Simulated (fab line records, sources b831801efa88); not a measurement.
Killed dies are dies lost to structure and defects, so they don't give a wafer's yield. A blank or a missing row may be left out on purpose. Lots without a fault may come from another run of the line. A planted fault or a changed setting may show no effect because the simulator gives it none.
Chamber matching | flow sky130 | SKY_CONTACT_CMP_27 on cmp-01: 4 sister chambers
The step polishes, stops on SiO2, t overpolish 15 s, target thk 0 nm. 7 wafers are shown with their chamber, then 7 later ones without.

WAFERS WITH THEIR CHAMBER
wafer  | chamber | motor_current_A (A)
L581.2 | 2       | 12.0
L582.1 | 2       | 12.5
L583.1 | 0       | 12.6
L583.3 | 1       | 9.8
L583.6 | 0       | 12.0
L589.1 | 1       | 9.7
L589.2 | 3       | 10.5

WAFERS WITHOUT THEIR CHAMBER
wafer  | motor_current_A (A)
L589.3 | 12.5
L593.4 | 11.8
L593.5 | 10.7
L593.6 | 11.8
L596.4 | 11.3
L596.5 | 11.7
L596.6 | 10.6

WHICH CHAMBER EACH WENT THROUGH
wafer  | from the rows above          | in truth
L589.3 | can't be placed: 0 or 2      | 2
L593.4 | can't be placed: 2 or 0      | 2
L593.5 | 3                            | 3
L593.6 | can't be placed: 2 or 0      | 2
L596.4 | can't be placed: 3 or 2 or 0 | 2
L596.5 | can't be placed: 2 or 0      | 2
L596.6 | 3                            | 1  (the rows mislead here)
Placed correctly: 1 of 7. Can't be placed from these rows: 5 (the true chamber is among the candidates in 5). Placed wrongly: 1.
How it was worked out, from the rows above alone: a wafer's distance from a chamber is the root of the sum, over the readings, of the square of ((its reading less the chamber's mean) divided by the reading's scatter). The wafer belongs to the nearest chamber; if the next one is less than 2 further off, it can't be placed. A chamber's mean is the mean of its shown wafers. The scatter: the root of (the sum of the squares of (reading less its chamber's mean) over the shown wafers, divided by (wafers less chambers)).
